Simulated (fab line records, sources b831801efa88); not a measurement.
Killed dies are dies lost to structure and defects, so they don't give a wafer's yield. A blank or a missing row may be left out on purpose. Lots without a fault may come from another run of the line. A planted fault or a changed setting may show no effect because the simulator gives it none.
A struck lot beside a sound one | flow sky130 | 14 steps out of a route of 708
Sound: wafers L380.1, L380.3, L380.5. Struck: wafers L382.1, L382.2, L382.6. The cause comes at the end.
At each step with rows: each side's tool, then ch and its chambers, then its first start. Under that, the readings that differ: sound wafers | struck wafers | difference of the means | sigmas: that difference in standard deviations of wafers without a fault.
alike: readings whose means differ by less than 2 such deviations, and words and numbers that are the same on both sides. not compared: withheld readings, readings that some wafer has no value for, bounds like >300 that may hide the same value, and numbers for which the record gives no deviation and whose values overlap.
The two part at a step that has a row with sigmas, a row that says differs or no value, or rows on one side only. Numbers that don't overlap but have no deviation are shown without sigmas and don't part them. A reading that every wafer of one side lacks parts them only if that side has two wafers or more.

SKY_CAPM_OVL_MEAS_12:
  sound on overlay-01, day 38 07:31; struck on overlay-01, day 39 18:05
  reading       | sound          | struck       | difference | sigmas
  CAPM_OVL (nm) | -2.0 -3.0 -2.0 | 1.2 -0.2 1.5 | +3.2       | +2
SKY_CAPM_METAL_ETCH_13: etches TiN in Cl2/BCl3, stops on SiO2, target depth 220 nm, time 62.9 s.
  sound on rie_metal-01 ch 1, day 38 07:32; struck on rie_metal-04 ch 0,1, day 39 18:07
  alike: drypump_motor_current_A, oes_product_au, rf_fwd_power_W, throttle_valve_pct
  not compared: rf_hours_counter_h
SKY_CAPM_STRIP_14: strips in O2/N2.
  sound on plasma_asher-01 ch 0,1, day 38 07:37; struck on plasma_asher-03 ch 0,1, day 39 18:12
  alike: drypump_motor_current_A, oes_product_au, strip_time_to_endpoint_s
  not compared: rf_hours_counter_h
then, 9 steps without rows for these wafers: SKY_CAPM_STRIP_15 (strips in post etch residue remover, time 1200 s); SKY_CAPM_CLEAN_16 (cleans in IPA, time 180 s); SKY_CAPM_CLEAN_17 (cleans in O3/DIW); SKY_METAL3_DEHYDRATE_05 (time 60 s); SKY_METAL3_HMDS_06 (prime time 60 s); SKY_METAL3_COAT_07 (resist thk 60 nm); SKY_METAL3_COAT_08 (resist thk 1140 nm); SKY_METAL3_SOFTBAKE_09 (time 90 s); SKY_METAL3_EXPOSE_10 (exposes mask MM3, target cd 300 nm).
SKY_METAL3_PEB_11:
  sound on litho_track-04 ch 0, day 39 08:00; struck on litho_track-01, day 40 18:00
  reading         | sound          | struck | difference                    | sigmas
  exhaust_pa (Pa) | 44.2 44.8 44.4 | - - -  | no value on the struck wafers |
  not compared: chill_plate_temp_C
then, 1 step without rows for these wafers: SKY_METAL3_DEVELOP_12 (develop time 60 s).

WHERE THEY PART
First at SKY_CAPM_OVL_MEAS_12; last, within this record, at SKY_METAL3_PEB_11.

WHY: what the simulator had put in
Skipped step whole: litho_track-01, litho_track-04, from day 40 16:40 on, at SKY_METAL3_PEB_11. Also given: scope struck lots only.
